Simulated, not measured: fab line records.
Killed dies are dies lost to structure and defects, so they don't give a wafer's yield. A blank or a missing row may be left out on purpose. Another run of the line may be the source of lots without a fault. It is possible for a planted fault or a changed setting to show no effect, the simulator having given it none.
A struck lot beside a sound one -- flow sky130 -- 30 steps out of a route of 708
Sound: these wafers, L845.2, L845.5, L845.6. Wafers struck: L854.1, L854.4, L854.5. At the end, the cause is stated.
For every step that has rows: the tool of each side, followed by ch and its chambers, followed by its first start. Under that, the readings that differ: sound wafers -- struck wafers -- difference of the means -- sigmas: that difference in standard deviations of wafers without a fault.
alike: words and numbers the same on both sides, and readings whose means are apart by under 2 such deviations; not compared: readings that were withheld, readings missing a value for some wafer, numbers with overlapping values and no deviation given by the record, and bounds like >300 which may hide the same value.
A row with sigmas, a row that says differs or no value, or rows on one side alone: a step with any of these is where the two part. Numbers that have no deviation but don't overlap get no sigmas and don't part them. A reading that every wafer of one side lacks parts them only if that side has two wafers or more.

first, 5 steps without rows for these wafers: SKY_SONOS_ONO_COAT_08 (resist thk 1140 nm); SKY_SONOS_ONO_SOFTBAKE_09 (time 60 s); SKY_SONOS_ONO_EXPOSE_10 (exposes mask ONOM, target cd 410 nm); SKY_SONOS_ONO_PEB_11; SKY_SONOS_ONO_DEVELOP_12 (develop time 60 s).
SKY_SONOS_ONO_CD_MEAS_13 targets a cd of 410 nm.
  sound on cdSem-02, day 14 00:13; struck on cdSem-01, day 17 00:03
  alike: cdNm
SKY_SONOS_ONO_OVL_MEAS_14:
  sound on overlay-02, day 14 00:19; struck on overlay-01, day 17 00:10
  alike: SONOS_ONO_OVL
SKY_SONOS_ONO_ETCH_15: etches the open film in CHF3/O2, target depth 19.52 nm, time 7.8 s.
  sound on rieDiel-03 ch 0,3, day 14 00:21; struck on rieDiel-04 ch 0,2, day 17 00:12
  alike: drypumpMotorCurrentA, oesProductAu, throttleValvePct
  not compared: rfHoursCounterH
then, 1 step without rows for these wafers: SKY_SONOS_ONO_WET_ETCH_16 (etches SiO2 in dHF, target depth 14 nm, time 280 s).
SKY_SONOS_ONO_STRIP_17: strips in O2/N2.
  sound on plasmaAsher-03 ch 0,1, day 14 00:28; struck on plasmaAsher-01 ch 0,1, day 17 00:19
  alike: drypumpMotorCurrentA, oesProductAu, stripTimeToEndpointS
  not compared: rfHoursCounterH
then, 2 steps without rows for these wafers: SKY_SONOS_ONO_WET_ETCH_18 (etches Si3N4 in H3PO4, target depth 15 nm, time 172 s); SKY_GATE_OXIDE_CLEAN_00 (cleans in SC1/SC2, time 150 s).
SKY_GATE_OXIDE_OXIDATION_01: stabilise 600 s, purge 300 s, target thk 10.268 nm.
  sound on furnace-02 ch 0, day 14 01:04; struck on furnace-02 ch 0, day 17 01:59
reading,sound,struck,difference,sigmas
spikeTcBottomC (C),921 922 920,889 889 890,-32,-10
spikeTcCentreC (C),902.3 902.1 901.9,869.7 869.9 870.6,-32.0,-29
spikeTcLowerC (C),901.5 900.4 900.4,870.8 869.2 869.7,-30.9,-21
spikeTcTopC (C),910.4 910.7 909.4,879.1 878.9 878.7,-31.3,-12
spikeTcUpperC (C),902.5 901.2 901.1,870.4 868.9 869.4,-32.0,-29
tubeCenterTempC (C),899.99 900.16 899.98,868.33 868.28 868.26,-31.75,-99 or more
tube_center_temp_C_max,902.8 903.2 902.0,871.0 870.4 870.3,-32.1,-92
zonePowerLowerPct (%),19.4 19.1 19.2,17.6 17.9 17.7,-1.5,-5
zonePowerUpperPct (%),17.43 17.29 17.43,15.89 16.09 16.06,-1.37,-8
model.SiO2_of_GATE_OXIDE_OXIDATION_01.thkNm (nm),10.5 10.55 10.39,7.342 7.066 7.035,-3.332,
SKY_GATE_OXIDE_THK_MEAS_02:
  sound on filmMetro-02, day 14 02:29; struck on filmMetro-02, day 17 03:23
reading,sound,struck,difference,sigmas
GATE_OXIDE_OXIDATION_00_THK (nm),10.52 10.57 10.37,7.34 7.05 7.03,-3.35,-15
then, 7 steps without rows for these wafers: SKY_GATE_OXIDE_DEHYDRATE_03 (time 60 s); SKY_GATE_OXIDE_HMDS_04 (prime time 60 s); SKY_GATE_OXIDE_COAT_05 (resist thk 1140 nm); SKY_GATE_OXIDE_SOFTBAKE_06 (time 60 s); SKY_GATE_OXIDE_EXPOSE_07 (exposes mask LVOM, target cd 600 nm); SKY_GATE_OXIDE_PEB_08; SKY_GATE_OXIDE_DEVELOP_09 (develop time 60 s).
SKY_GATE_OXIDE_OVL_MEAS_10:
  sound on overlay-01, day 15 05:03; struck on overlay-01, day 18 08:06
  alike: GATE_OXIDE_OVL
then, 2 steps without rows for these wafers: SKY_GATE_OXIDE_IMPLANT_11; SKY_GATE_OXIDE_WET_ETCH_12 (etches SiO2 in dHF, target depth 16.8 nm, time 336 s).
SKY_GATE_OXIDE_STRIP_13: strips in O2/N2.
  sound on plasmaAsher-04 ch 0,1, day 15 05:20; struck on plasmaAsher-04 ch 0,1, day 18 08:23
  alike: drypumpMotorCurrentA, oesProductAu, stripTimeToEndpointS
  not compared: rfHoursCounterH
SKY_GATE_OXIDE_TW_MEAS_14:
  sound on filmMetro-01, day 15 05:26; struck on filmMetro-02, day 18 08:29
  alike: GATE_OXIDE_TW
then, 1 step without rows for these wafers: SKY_GATE_OXIDE_CLEAN_15 (cleans in SC1/SC2, time 150 s).
SKY_GATE_OXIDE_OXIDATION_16: stabilise 600 s, purge 300 s, target thk 3.57 nm.
  sound on furnace-01 ch 0, day 15 07:36; struck on furnace-01 ch 0, day 18 10:25
reading,sound,struck,difference,sigmas
model.SiO2_of_GATE_OXIDE_OXIDATION_01.thkNm (nm),11.86 11.88 11.75,8.935 8.661 8.651,-3.081,
  alike: oxTempC, spikeTcBottomC, spikeTcCentreC, spikeTcLowerC, spikeTcTopC, spikeTcUpperC, tubeCenterTempC, tube_center_temp_C_max, zonePowerLowerPct, zonePowerUpperPct
then, 1 step without rows for these wafers: SKY_POLY_GATE_CVD_00 (deposits poly-Si, target thk 180 nm, time 720 s).
-- the record jumps here: 30 days lie between the struck wafers' starts before and after (it left off in module POLY_GATE and takes up again in module PAD_OPEN, whose first step shown is number 708 of the route) --
SKY_PAD_OPEN_PROBE_99:
  sound on prober-02, day 47 00:46; struck on prober-01, day 48 21:46
reading,sound,struck,difference,sigmas
model.etest.nfet_16v.rOnOhmUm,1.43e+04 1.427e+04 1.419e+04,1.231e+04 1.214e+04 1.223e+04,-2.027e+03,
model.etest.pfet_16v.rOnOhmUm,1.562e+04 1.548e+04 1.537e+04,1.439e+04 1.406e+04 1.417e+04,-1.283e+03,
model.etest.pfetG5v0d10v5.rOnOhmUm,4905 4831 4780,4207 4161 4160,-663,
model.etest.tipSonos.rsOhmSq,2651 2651 2647,2185 2141 2146,-492,
model.etest.nfetG5v0d10v5.rOnOhmUm,1900 1882 1879,1655 1625 1607,-258,
model.etest.nfetG5v0d10v5.driveUaUm,592.8 588.4 597,773.5 788.6 792.5,+192.1,
model.etest.nfet_05v0_nvt.driveUaUm,563 561.2 571.1,715.8 732.6 737.2,+163.4,
  alike: killed_at_M0_to_M3, killed_at_M4_up, killedAtContacts, killedAtFrontEnd, killedAtOther, killedDies, killedOpen, killedShort
  not compared: model.etest.tipP.rsOhmSq

== WHERE THEY PART ==
First at SKY_GATE_OXIDE_OXIDATION_01; last, within this record, at SKY_GATE_OXIDE_THK_MEAS_02. Later steps at which nothing parts them and some readings are alike: SKY_GATE_OXIDE_OVL_MEAS_10, SKY_GATE_OXIDE_STRIP_13, SKY_GATE_OXIDE_TW_MEAS_14, SKY_GATE_OXIDE_OXIDATION_16, SKY_PAD_OPEN_PROBE_99.

WHY: what the simulator had put in
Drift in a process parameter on furnace-02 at SKY_GATE_OXIDE_OXIDATION_01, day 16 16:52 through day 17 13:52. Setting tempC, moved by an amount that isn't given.
